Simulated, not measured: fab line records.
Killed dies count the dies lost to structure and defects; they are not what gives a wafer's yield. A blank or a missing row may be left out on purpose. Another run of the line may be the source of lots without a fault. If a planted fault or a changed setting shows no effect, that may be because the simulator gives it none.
A single fault, viewed from 2 desks -- flow gf180mcu -- every desk sees just its own numbers, and what lay behind them comes last

== METROLOGY DESK ==
Lot by lot, what the gauges showed, no matter which tool ran the lot: averages of those sampled wafers that carry a number. If a lot's mean is further than 4 standard deviations from the usual mean, the lot is out of limits and carries the mark OUT (the distance appears in the brackets).
Columns: A = PSD_TW at GF_PSD_TW_MEAS_11, usual 3209; B = NSD_RS at GF_PSD_RS_MEAS_14, usual 46.15 ohm/sq
lot,first seen here,A,B
L374,day 14 10:34,3248,46.13
L376,day 15 07:03,3175,46.25
L378,day 15 15:52,3212,46.04
L379,day 16 03:40,3159,46.14
L382,day 17 01:24,3147,46.13
L384,day 17 14:53,3249,46.08
L387,day 18 22:11,3235,46.15
L389,day 19 13:59,3234,46.15
L390,day 20 00:29,3259,46.18
L391,day 20 06:37,3163,46.16
L393,day 20 20:02,3239,46.13
L394,day 21 05:13,3253,46.13
L396,day 21 19:04,3155,46.19
L397,day 21 23:59,3240,46.30
This desk's finding: nothing out of limits on any of the 14 lots.

== FOR THE TOOL OWNER'S DESK: litho-track-04 ==
The tool's own readings at GF_NSD_SOFTBAKE_03 (time 60 s): means of the sampled wafers that have a number, for each lot that ran on this tool. If a lot's mean is further than 4 standard deviations from the usual mean, the lot is out of limits and carries the mark OUT (the distance appears in the brackets).
Columns: A = resist-line-temp-C at GF_NSD_SOFTBAKE_03, usual 23.01 C; B = run-length-s at GF_NSD_SOFTBAKE_03, usual 89.2 s
lot,first seen here,A,B
L376,day 13 22:47,22.94,89.6
L379,day 14 18:26,22.86,104.3 (+49) OUT
L382,day 15 14:25,23.00,104.4 (+49) OUT
L393,day 19 07:53,22.97,89.7
This desk's finding: out of limits on L379, L382; first on L379, day 14 18:26 (run-length-s at GF_NSD_SOFTBAKE_03). Within limits: L376, L393.

== ALL TOGETHER ==
On L379, L382, at day 14 18:26, an alarm was possible from the tool owner's desk.
The metrology desk saw nothing out of limits.
The metrology desk holds a record of L379, L382, inside its limits.
Every lot named ran GF_NSD_SOFTBAKE_03 on litho-track-04.

== WHAT THE SIMULATOR HAD INSERTED ==
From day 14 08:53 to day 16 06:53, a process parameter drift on litho-track-04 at GF_NSD_SOFTBAKE_03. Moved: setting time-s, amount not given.
Lots struck among those shown: L379, L382.
How many hours passed from the start of the fault until each desk's first out-of-limits reading: the tool owner's desk, 10.
